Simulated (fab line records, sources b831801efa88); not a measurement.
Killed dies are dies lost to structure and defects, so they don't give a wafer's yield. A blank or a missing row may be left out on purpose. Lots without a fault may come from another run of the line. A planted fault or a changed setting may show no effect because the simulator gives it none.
Which tool did it? | flow sfq_line | 14 lots, 42 wafers sampled, at 3 steps of a route of 325

WHAT THE GAUGES READ, wafer by wafer
The record holds no reading of a measuring or inspecting step that can be judged against a usual standard deviation.

WHICH TOOL RAN EACH LOT (tool, then ch and the chambers of the sampled wafers, then the start)
lot  | SFQ_TRILAYER_I1_CMP_CMP_046   | SFQ_TRILAYER_I1_METRO_MEASURE_047 | SFQ_TRILAYER_I1_VIA_ETCH_VIA_ETCH_052
L232 | cmp-01 ch 1,2,3, day 17 09:17 | film_metro-02, day 17 11:25       | rie_diel-01 ch 0,1,3, day 24 00:28
L233 | cmp-02 ch 0,1, day 17 18:11   | film_metro-02, day 17 21:31       | rie_diel-03 ch 1,2, day 24 11:12
L234 | cmp-02 ch 0,1,3, day 18 04:02 | film_metro-04, day 18 06:16       | rie_diel-01 ch 2,3, day 24 19:43
L236 | cmp-02 ch 1,2,3, day 18 09:32 | film_metro-02, day 18 11:40       | rie_diel-03 ch 1,2,3, day 25 05:19
L239 | cmp-01 ch 1,2,3, day 18 15:04 | film_metro-02, day 18 18:11       | rie_diel-01 ch 0,1,2, day 25 12:59
L240 | cmp-02 ch 1,2,3, day 18 18:33 | film_metro-04, day 18 21:10       | rie_diel-04 ch 0,1, day 25 16:35
L241 | cmp-02 ch 0,1,3, day 18 23:46 | film_metro-01, day 19 02:35       | rie_diel-01 ch 0,3, day 25 21:23
L243 | cmp-01 ch 0,1,2, day 19 03:08 | film_metro-01, day 19 06:16       | rie_diel-03 ch 1,2, day 26 00:59
L244 | cmp-02 ch 0,3, day 19 05:16   | film_metro-04, day 19 08:47       | rie_diel-04 ch 0,2, day 26 03:23
L245 | cmp-01 ch 0,1, day 19 08:07   | film_metro-02, day 19 11:26       | rie_diel-03 ch 2,3, day 26 04:35
L247 | cmp-01 ch 1,2,3, day 19 11:37 | film_metro-02, day 19 14:14       | rie_diel-03 ch 2,3, day 26 06:59
L249 | cmp-02 ch 1,2,3, day 19 17:01 | film_metro-02, day 19 19:50       | rie_diel-03 ch 1,2, day 26 09:23
L251 | cmp-01 ch 1,2,3, day 20 06:39 | film_metro-01, day 20 09:46       | rie_diel-03 ch 1,2,3, day 26 11:47
L252 | cmp-02 ch 0,1,3, day 20 15:22 | film_metro-01, day 20 17:41       | rie_diel-04 ch 1,2,3, day 26 12:59
- SFQ_TRILAYER_I1_CMP_CMP_046: polishes SiO2.
- SFQ_TRILAYER_I1_METRO_MEASURE_047
- SFQ_TRILAYER_I1_VIA_ETCH_VIA_ETCH_052: etches SiO2 in CHF3, stops on Nb, target depth 260 nm.

WHAT THE TOOLS THEMSELVES READ (means of the sampled wafers that have a number; where no wafer has one, the mark that the record gives instead)
SFQ_TRILAYER_I1_CMP_CMP_046. Usual: edge_zone_pressure_frac 1.000, standard deviation 0.0047; head_pressure_psi 2.999 psi, standard deviation 0.0068; motor_current_A 10.2 A, standard deviation 0.89; retaining_ring_pressure_frac 1.000, standard deviation 0.0054; time_to_endpoint_s 215 s, standard deviation 6.8.
lot  | tool   | edge_zone_pressure_frac | head_pressure_psi (psi) | motor_current_A (A) | retaining_ring_pressure_frac | time_to_endpoint_s (s) | flag
L232 | cmp-01 | 0.998                   | 3.001                   | 10.6                | 1.000                        | 215                    |
L233 | cmp-02 | -                       | -                       | -                   | -                            | -                      | OFF
L234 | cmp-02 | -                       | -                       | -                   | -                            | -                      | OFF
L236 | cmp-02 | 1.004                   | 2.997                   | 10.0                | 0.998                        | 216                    |
L239 | cmp-01 | 0.999                   | 3.004                   | 10.8                | 0.999                        | 209                    |
L240 | cmp-02 | 0.998                   | 2.999                   | 9.3                 | 1.000                        | 219                    |
L241 | cmp-02 | 1.003                   | 3.000                   | 9.7                 | 0.997                        | 214                    |
L243 | cmp-01 | 1.001                   | 3.001                   | 10.8                | 1.002                        | 218                    |
L244 | cmp-02 | 1.002                   | 2.997                   | 10.8                | 1.002                        | 215                    |
L245 | cmp-01 | 0.993                   | 2.999                   | 11.5                | 0.998                        | 218                    |
L247 | cmp-01 | 1.007                   | 3.001                   | 10.6                | 0.998                        | 221                    |
L249 | cmp-02 | 1.000                   | 3.006                   | 9.4                 | 0.997                        | 210                    |
L251 | cmp-01 | 1.002                   | 2.998                   | 10.9                | 0.997                        | 211                    |
L252 | cmp-02 | 1.000                   | 2.999                   | 10.0                | 0.999                        | 214                    |

SFQ_TRILAYER_I1_METRO_MEASURE_047. Usual: thk_nm 199.9 nm, standard deviation 0.91.
lot  | tool          | thk_nm (nm) | flag
L232 | film_metro-02 | 201.0       |
L233 | film_metro-02 | 504.7       | OFF
L234 | film_metro-04 | 503.6       | OFF
L236 | film_metro-02 | 200.5       |
L239 | film_metro-02 | 199.8       |
L240 | film_metro-04 | 199.8       |
L241 | film_metro-01 | 199.6       |
L243 | film_metro-01 | 199.4       |
L244 | film_metro-04 | 200.5       |
L245 | film_metro-02 | 200.1       |
L247 | film_metro-02 | 199.1       |
L249 | film_metro-02 | 200.5       |
L251 | film_metro-01 | 200.6       |
L252 | film_metro-01 | 200.4       |

SFQ_TRILAYER_I1_VIA_ETCH_VIA_ETCH_052. Usual: drypump_motor_current_A 5.7 A, standard deviation 0.58; oes_product_au 0.854 a.u., standard deviation 0.0053.
lot  | tool        | drypump_motor_current_A (A) | oes_product_au (a.u.) | flag
L232 | rie_diel-01 | 5.4                         | 0.851                 |
L233 | rie_diel-03 | 6.0                         | 1.623                 | OFF
L234 | rie_diel-01 | 5.0                         | 1.642                 | OFF
L236 | rie_diel-03 | 5.7                         | 0.850                 |
L239 | rie_diel-01 | 5.5                         | 0.852                 |
L240 | rie_diel-04 | 5.9                         | 0.849                 |
L241 | rie_diel-01 | 5.5                         | 0.856                 |
L243 | rie_diel-03 | 5.8                         | 0.859                 |
L244 | rie_diel-04 | 6.1                         | 0.857                 |
L245 | rie_diel-03 | 5.9                         | 0.856                 |
L247 | rie_diel-03 | 5.9                         | 0.851                 |
L249 | rie_diel-03 | 6.1                         | 0.852                 |
L251 | rie_diel-03 | 5.6                         | 0.856                 |
L252 | rie_diel-04 | 5.7                         | 0.853                 |

THE ANSWER, worked out from the rows above alone
Rule: a lot is off if the mean of its wafers that have a number lies more than 3 standard deviations from the usual mean. A lot without any number at a reading at which 4 lots or more have one is off too. The other lots that the step has rows for count as sound. The gauges are gone through in route order, then the tools' own readings, and for those a lot's mean is taken as printed above. The first step at which some lot is off is used, and at that step the reading that is off furthest; a lot without a number counts as furthest.
Off: L233, L234, at SFQ_TRILAYER_I1_CMP_CMP_046 (edge_zone_pressure_frac). Without a number there: L233, L234.
A tool fits if, at that step or a process step before it, it ran every lot that is off, and no sound lot after the first of them. None of those tried fits.

WHAT THE SIMULATOR HAD PUT IN
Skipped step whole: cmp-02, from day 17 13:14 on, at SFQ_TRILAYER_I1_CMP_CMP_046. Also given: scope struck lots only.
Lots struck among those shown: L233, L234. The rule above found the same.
